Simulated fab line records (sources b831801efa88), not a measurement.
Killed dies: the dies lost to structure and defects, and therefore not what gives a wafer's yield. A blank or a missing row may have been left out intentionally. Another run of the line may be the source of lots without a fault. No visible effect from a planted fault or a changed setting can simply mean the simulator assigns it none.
Struck lot and sound lot, side by side -- flow sky130 -- 17 steps out of a route of 708
Sound: these wafers, L375.1, L375.2, L375.5. Struck: wafers L394.2, L394.4, L394.5. The cause is named last.
Per side, at each step with rows, come the tool, then ch with its chambers, and then its first start. Under that, the readings that differ: sound wafers -- struck wafers -- difference of the means -- sigmas: that difference in standard deviations of wafers without a fault.
alike: a reading whose means differ by less than 2 such deviations, as well as words and numbers matching on both sides. not compared: withheld readings; readings where some wafer has no value; bounds like >300 that might hide an equal value; numbers whose values overlap and for which the record gives no deviation.
Wherever a step has rows on one side only, a row that says differs or no value, or a row with sigmas, the two part there. Non-overlapping numbers with no deviation appear without sigmas and do not part them. A reading missing from all wafers of one side parts the sides only when that side holds two or more wafers.

first, 1 step without rows for these wafers: SKY_VT_ADJUST_LVTN_IMPLANT_19.
SKY_VT_ADJUST_LVTN_STRIP_20: strips in O2/N2.
  sound on plasma_asher-01 ch 0,1, day 8 06:54; struck on plasma_asher-01 ch 0,1, day 13 19:07
  alike: drypump_motor_current_A, oes_product_au, strip_time_to_endpoint_s
  not compared: rf_hours_counter_h
SKY_VT_ADJUST_LVTN_TW_MEAS_21:
  sound: film_metro-02 at day 8 07:00; struck: film_metro-01 at day 13 19:14
reading,sound,struck,difference,sigmas
VT_ADJUST_LVTN_2_TW,187.7 187.1 186.4,190.8 190.4 190.9,+3.6,+3
then, 7 steps without rows for these wafers: SKY_VT_ADJUST_NCORE_DEHYDRATE_00 (time 60 s); SKY_VT_ADJUST_NCORE_HMDS_01 (prime time 60 s); SKY_VT_ADJUST_NCORE_COAT_02 (resist thk 1140 nm); SKY_VT_ADJUST_NCORE_SOFTBAKE_03 (time 60 s); SKY_VT_ADJUST_NCORE_EXPOSE_04 (exposes mask LVTN COMPLEMENT THIN, target cd 380 nm); SKY_VT_ADJUST_NCORE_PEB_05; SKY_VT_ADJUST_NCORE_DEVELOP_06 (develop time 60 s).
SKY_VT_ADJUST_NCORE_CD_MEAS_07: the cd target is 380 nm.
  sound: cd_sem-02 at day 9 04:17; struck: cd_sem-02 at day 14 19:55
  alike: cd_nm
SKY_VT_ADJUST_NCORE_OVL_MEAS_08:
  sound: overlay-02 at day 9 04:24; struck: overlay-01 at day 14 20:02
  alike: VT_ADJUST_NCORE_OVL
SKY_VT_ADJUST_NCORE_IMPLANT_09:
  sound on implanter-02 ch 0, day 9 04:26; struck on implanter-02 ch 0, day 14 20:05
reading,sound,struck,difference,sigmas
beam_energy_keV,9.9976 9.9994 9.9970,12.556 12.558 12.560,+2.560,+99 or more
model.implant.rp_nm (nm),33.22 33.22 33.22,40.94 40.94 40.94,+7.72,
model.implant.drp_nm (nm),17.11 17.11 17.11,20.16 20.16 20.16,+3.05,
SKY_VT_ADJUST_NCORE_STRIP_10: strips in O2/N2.
  sound on plasma_asher-02 ch 0,1, day 9 04:35; struck on plasma_asher-01 ch 0,1, day 14 20:13
  alike: drypump_motor_current_A, oes_product_au, strip_time_to_endpoint_s
  not compared: rf_hours_counter_h
SKY_VT_ADJUST_NCORE_TW_MEAS_11:
  sound: film_metro-03 at day 9 04:41; struck: film_metro-01 at day 14 20:19
reading,sound,struck,difference,sigmas
VT_ADJUST_NCORE_TW,217.5 217.3 218.0,231.3 232.0 231.0,+13.8,+11
then, 1 step without rows for these wafers: SKY_VT_ADJUST_HVTR_DEHYDRATE_00 (time 60 s).
-- here the record skips 36 days between the struck wafers' starts before and after, leaving off in module VT_ADJUST_HVTR and picking up in module PAD_OPEN (first step shown: number 708 of the route) --
SKY_PAD_OPEN_PROBE_99:
  sound: prober-01 at day 46 12:18; struck: prober-01 at day 50 23:08
reading,sound,struck,difference,sigmas
killed_at_other,0 0 0,2 1 1,+1,+2
model.etest.res_pwell_under_gate.rs_ohm_sq,2255 2260 2260,2272 2280 2262,+13,
model.etest.pfet_g5v0d10v5.vt_sat_v (V),-0.5624 -0.5657 -0.5629,-0.6289 -0.5836 -0.5924,-0.0380,
model.etest.pfet_16v.vt_v (V),-1.047 -1.052 -1.054,-1.095 -1.088 -1.092,-0.041,
model.etest.pfet_g5v0d10v5.vt_long_v (V),-0.8821 -0.8907 -0.8871,-0.927 -0.9209 -0.9303,-0.039,
model.etest.nfet_g5v0d10v5.body_rise_v (V),0.67 0.6716 0.6687,0.6909 0.7007 0.6979,+0.0264,
model.etest.nfet_16v.body_rise_v (V),0.6687 0.67 0.6658,0.6886 0.697 0.6966,+0.0259,
  alike: killed_at_M0_to_M3, killed_at_M4_up, killed_at_contacts, killed_at_front_end, killed_dies, killed_open, killed_short
  not compared: model.etest.nfet_16v.r_on_ohm_um, model.etest.pfet_g5v0d10v5.off_log10_a_um

WHERE THEY PART
Last at SKY_PAD_OPEN_PROBE_99 as far as this record goes, first at SKY_VT_ADJUST_LVTN_TW_MEAS_21.

WHY: the cause the simulator had injected
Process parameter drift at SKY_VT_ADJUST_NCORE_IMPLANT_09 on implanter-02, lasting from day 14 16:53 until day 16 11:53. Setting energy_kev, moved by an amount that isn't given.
